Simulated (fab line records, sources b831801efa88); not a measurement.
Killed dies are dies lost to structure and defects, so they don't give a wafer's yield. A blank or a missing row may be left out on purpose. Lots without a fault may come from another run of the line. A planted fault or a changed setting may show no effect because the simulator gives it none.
Which tool did it? | flow sky130 | 11 lots, 33 wafers sampled, at 1 step of a route of 708

WHAT THE GAUGES READ, wafer by wafer
SKY_FIELD_ISO_BOW_MEAS_00.
lot  | measured    | on            | INCOMING_BOW (um)
L345 | day 1 15:01 | film_metro-02 | -7 2 1
L346 | day 1 20:02 | film_metro-03 | 2 -7 -2
L347 | day 2 01:00 | film_metro-03 | -13 2 -4
L348 | day 2 06:01 | film_metro-03 | -4 -4 -12
L349 | day 2 11:00 | film_metro-02 | -14 2 -4
L359 | day 4 13:01 | film_metro-03 | -1 0 9
L360 | day 4 18:00 | film_metro-01 | 1 5 -10
L361 | day 4 23:00 | film_metro-03 | -10 4 9
L363 | day 5 09:01 | film_metro-03 | 10 8 7
L365 | day 5 19:02 | film_metro-01 | -8 -9 12
L367 | day 6 05:01 | film_metro-02 | 15 1 -7

WHICH TOOL RAN EACH LOT (tool, then ch and the chambers of the sampled wafers, then the start)
The record holds no process step before these readings.

THE ANSWER, worked out from the rows above alone
Rule: what is usual is taken from the lots themselves. Put in order of their means at a reading, lots are off if they are a third of the lots or fewer, leave a main group of 4 or more, and stand apart from it by a gap of 3 or more times the standard deviation of the main group's means; of several such gaps the widest counts. A main group whose means are all the same, to the digits that the tables above print for the reading, isn't used. A lot without any number at a reading at which 4 lots or more have one is off too. The other lots that the step has rows for count as sound.
No lot is off at any reading shown: from this, nothing can be told.

WHAT THE SIMULATOR HAD PUT IN
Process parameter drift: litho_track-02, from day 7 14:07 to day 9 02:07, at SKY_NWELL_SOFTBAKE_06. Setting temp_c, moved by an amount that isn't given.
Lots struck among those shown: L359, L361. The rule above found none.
